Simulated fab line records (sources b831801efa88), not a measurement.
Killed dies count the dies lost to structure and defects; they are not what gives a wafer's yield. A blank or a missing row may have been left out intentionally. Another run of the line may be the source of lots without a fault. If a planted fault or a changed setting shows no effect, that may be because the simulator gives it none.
Which tool was responsible?	flow gf180mcu	route of 602 steps, sampled at 1 step: 14 lots, 42 wafers

## WHAT THE GAUGES READ, wafer by wafer
GF_MVPSD_TW_MEAS_11.
lot	measured	on	MVPSD_TW
L853	day 5 07:24	film metro-04	565 563 565
L854	day 5 10:53	film metro-04	560 557 559
L855	day 5 14:31	film metro-02	545 547 546
L857	day 6 01:19	film metro-01	548 553 550
L861	day 6 23:33	film metro-01	552 551 547
L864	day 7 19:44	film metro-01	547 548 550
L865	day 8 00:01	film metro-02	551 554 550
L866	day 8 21:45	film metro-04	560 561 561
L867	day 9 03:04	film metro-04	558 558 556
L868	day 9 03:47	film metro-01	548 552 548
L870	day 9 07:40	film metro-04	560 557 560
L871	day 9 14:42	film metro-04	558 553 556
L872	day 10 03:59	film metro-01	555 553 555
L874	day 10 20:57	film metro-02	546 549 548

## EACH LOT AND THE TOOL THAT RAN IT (in order: tool; ch and the chambers of the sampled wafers; start)
The record holds no process step before these readings.

## WHAT THE TOOLS THEMSELVES READ (means of the sampled wafers that have a number; where no wafer has one, the mark that the record gives instead)
The record holds no such reading with a usual standard deviation.

## THE ANSWER, worked out from the rows above alone
Rule: what is usual is taken from the lots themselves. The widest of any qualifying gaps counts: lots, ordered by their means at a reading, are off when they make up no more than a third of the lots, leave a main group of 4 or more, and stand apart from it by 3 or more times the standard deviation of that group's means. If all means in a main group match to the digits the tables above print for the reading, that group is not used. A lot without any number at a reading at which 4 lots or more have one is off too. Any other lot the step has rows for is counted as sound. First the gauges in route order, then the tools' own readings, where a lot's mean is used as printed above. At the first step where some lot is off, the reading lying furthest off is the one used; lots without a number count as furthest.
No lot is off at any reading shown: from this, nothing can be told.

## WHAT WAS PUT IN BY THE SIMULATOR
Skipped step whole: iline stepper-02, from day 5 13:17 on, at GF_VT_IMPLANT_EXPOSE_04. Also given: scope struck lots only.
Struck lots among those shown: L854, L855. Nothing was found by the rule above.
